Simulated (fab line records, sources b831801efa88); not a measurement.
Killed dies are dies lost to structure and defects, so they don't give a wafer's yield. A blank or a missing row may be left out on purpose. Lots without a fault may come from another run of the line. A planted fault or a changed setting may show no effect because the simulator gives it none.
Chamber matching | flow sfq_line | SFQ_TRILAYER_I4_CMP_CMP_100 on cmp-01: 4 sister chambers
The step polishes SiO2. 16 wafers are shown with their chamber, then 8 later ones without.

WAFERS WITH THEIR CHAMBER
wafer  | chamber | motor_current_A (A) | time_to_endpoint_s (s)
L934.1 | 0       | 10.4                | 206
L934.2 | 3       | 9.8                 | 208
L934.5 | 2       | 11.7                | 219
L935.1 | 0       | 10.0                | 197
L935.4 | 3       | 10.0                | 201
L935.5 | 1       | 10.1                | 202
L937.1 | 0       | 10.2                | 205
L937.3 | 2       | 11.4                | 208
L937.5 | 0       | 10.3                | 209
L939.2 | 0       | 10.2                | 215
L939.4 | 3       | 9.8                 | 217
L939.5 | 2       | 11.3                | 218
L941.2 | 1       | 9.7                 | 205
L941.3 | 0       | 10.1                | 212
L941.5 | 1       | 10.0                | 214
L943.1 | 3       | 10.0                | 203

SIGNATURES (means of the wafers above)
reading            | chamber 0 | chamber 1 | chamber 2 | chamber 3 | scatter within a chamber
motor_current_A    | 10.200    | 9.933     | 11.467    | 9.900     | 0.162
time_to_endpoint_s | 207.33    | 207.00    | 215.00    | 207.25    | 6.47
Rule: a wafer's distance from a chamber is the root of the sum, over the readings, of the square of ((its reading less the chamber's mean) divided by the reading's scatter). The wafer belongs to the nearest chamber; if the next one is less than 2 further off, it can't be placed. The scatter: the root of (the sum of the squares of (reading less its chamber's mean) over the shown wafers, divided by (wafers less chambers)).

WAFERS WITHOUT THEIR CHAMBER
wafer  | motor_current_A (A) | time_to_endpoint_s (s)
L943.3 | 10.5                | 198
L943.6 | 11.9                | 217
L946.1 | 10.0                | 208
L946.3 | 11.7                | 219
L946.5 | 10.4                | 214
L953.2 | 11.5                | 208
L953.1 | 10.1                | 200
L953.6 | 11.8                | 216

WHICH CHAMBER EACH WENT THROUGH
wafer  | from the rows above          | in truth
L943.3 | can't be placed: 0 or 1 or 3 | 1
L943.6 | 2                            | 2
L946.1 | can't be placed: 1 or 3 or 0 | 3
L946.3 | 2                            | 2
L946.5 | can't be placed: 0 or 1 or 3 | 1
L953.2 | 2                            | 2
L953.1 | can't be placed: 0 or 1 or 3 | 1
L953.6 | 2                            | 2
Placed correctly: 4 of 8. Can't be placed from these rows: 4 (the true chamber is among the candidates in 4). Placed wrongly: 0.
